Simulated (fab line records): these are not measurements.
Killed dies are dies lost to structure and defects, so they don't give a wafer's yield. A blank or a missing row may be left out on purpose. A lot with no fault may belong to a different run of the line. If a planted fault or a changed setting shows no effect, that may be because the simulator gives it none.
Matching of chambers + flow sky130 + SKY_LI_CONTACT_CMP_24 on cmp-01 has 4 sister chambers
The step polishes, stops on PSG, t overpolish 20 s, target thk 0 nm. 33 wafers are shown with their chamber, then 12 later ones without.

WAFERS PAIRED WITH THEIR CHAMBERS
| wafer  | chamber | motor-current-A (A) | time-to-endpoint-s (s) | overpolish-run-s (s) |
|--------|---------|---------------------|------------------------|----------------------|
| L074.3 | 2       | 11.7                | 100                    | 19.995               |
| L074.5 | 3       | 11.0                | 103                    | 20.003               |
| L074.6 | 2       | 11.5                | 99                     | 20.003               |
| L075.3 | 1       | 11.4                | 103                    | 19.993               |
| L075.5 | 1       | 11.2                | 103                    | 20.000               |
| L075.6 | 0       | 11.4                | 98                     | 19.991               |
| L078.1 | 2       | 11.9                | 107                    | 20.004               |
| L078.4 | 0       | 12.0                | 101                    | 19.993               |
| L078.5 | 1       | 10.7                | 105                    | 19.994               |
| L079.2 | 2       | 11.1                | 99                     | 20.000               |
| L079.5 | 1       | 11.7                | 97                     | 19.988               |
| L079.6 | 2       | 10.9                | 100                    | 20.009               |
| L081.3 | 1       | 11.9                | 102                    | 19.987               |
| L081.4 | 3       | 10.7                | 105                    | 19.999               |
| L081.6 | 3       | 10.8                | 104                    | 20.005               |
| L082.3 | 2       | 11.1                | 103                    | 20.001               |
| L082.4 | 3       | 10.3                | 103                    | 20.011               |
| L082.6 | 1       | 11.0                | 104                    | 19.997               |
| L083.1 | 0       | 11.4                | 100                    | 19.985               |
| L083.2 | 1       | 11.7                | 100                    | 20.006               |
| L083.4 | 3       | 10.6                | 108                    | 19.979               |
| L085.1 | 3       | 10.9                | 106                    | 19.992               |
| L085.4 | 2       | 10.9                | 106                    | 20.005               |
| L085.5 | 2       | 11.3                | 104                    | 20.007               |
| L088.1 | 3       | 11.5                | 104                    | 19.992               |
| L088.3 | 0       | 11.2                | 105                    | 19.993               |
| L088.4 | 1       | 11.5                | 99                     | 19.999               |
| L089.1 | 3       | 11.2                | 105                    | 19.997               |
| L089.4 | 0       | 11.3                | 102                    | 20.003               |
| L089.5 | 2       | 10.7                | 99                     | 19.992               |
| L091.2 | 3       | 11.1                | 100                    | 19.989               |
| L091.3 | 1       | 11.8                | 100                    | 20.011               |
| L091.4 | 2       | 11.2                | 99                     | 19.994               |

SIGNATURES, as means of the wafers listed above
| reading            | chamber 0 | chamber 1 | chamber 2 | chamber 3 | scatter within a chamber |
|--------------------|-----------|-----------|-----------|-----------|--------------------------|
| motor-current-A    | 11.460    | 11.433    | 11.230    | 10.900    | 0.369                    |
| time-to-endpoint-s | 101.20    | 101.44    | 101.60    | 104.22    | 2.68                     |
| overpolish-run-s   | 19.99300  | 19.99722  | 20.00100  | 19.99633  | 0.00764                  |
Rule: for each reading, subtract the chamber's mean from the wafer's reading, divide by that reading's scatter and square the result; add these up over the readings and take the root, which gives the wafer's distance from the chamber. If the next closest chamber is less than 2 further off than the closest, the wafer can't be placed; otherwise it belongs to the closest. The scatter: take each reading less its chamber's mean, square it, sum over the shown wafers, divide by the number of wafers less the number of chambers, and take the root.

WAFERS WHOSE CHAMBER IS MISSING
| wafer  | motor-current-A (A) | time-to-endpoint-s (s) | overpolish-run-s (s) |
|--------|---------------------|------------------------|----------------------|
| L092.4 | 11.4                | 97                     | 20.000               |
| L092.5 | 11.2                | 95                     | 19.985               |
| L092.6 | 11.3                | 95                     | 20.008               |
| L094.3 | 11.4                | 100                    | 19.989               |
| L094.4 | 11.2                | 101                    | 19.993               |
| L094.6 | 11.3                | 103                    | 19.995               |
| L095.1 | 11.5                | 99                     | 20.002               |
| L095.3 | 11.5                | 100                    | 19.994               |
| L095.6 | 11.3                | 99                     | 19.984               |
| L093.2 | 11.1                | 107                    | 19.995               |
| L093.5 | 11.4                | 104                    | 19.990               |
| L093.6 | 11.0                | 103                    | 19.983               |

THE CHAMBER EACH PASSED THROUGH
| wafer  | from the rows above               | in truth |
|--------|-----------------------------------|----------|
| L092.4 | can't be placed: 1 or 2 or 0 or 3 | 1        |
| L092.5 | can't be placed: 0 or 1 or 2 or 3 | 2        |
| L092.6 | can't be placed: 2 or 1 or 0 or 3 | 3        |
| L094.3 | can't be placed: 0 or 1 or 2 or 3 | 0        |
| L094.4 | can't be placed: 0 or 1 or 2 or 3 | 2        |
| L094.6 | can't be placed: 1 or 0 or 2 or 3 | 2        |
| L095.1 | can't be placed: 1 or 2 or 0 or 3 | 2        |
| L095.3 | can't be placed: 0 or 1 or 2 or 3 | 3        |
| L095.6 | can't be placed: 0 or 1 or 2 or 3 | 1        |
| L093.2 | can't be placed: 3 or 2 or 1 or 0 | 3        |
| L093.5 | can't be placed: 0 or 1 or 3 or 2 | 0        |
| L093.6 | can't be placed: 3 or 0 or 1 or 2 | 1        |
Correct placement for 0 of the 12. These rows do not allow placing 12 (true chamber among the candidates in 12). Wrongly placed: 0.
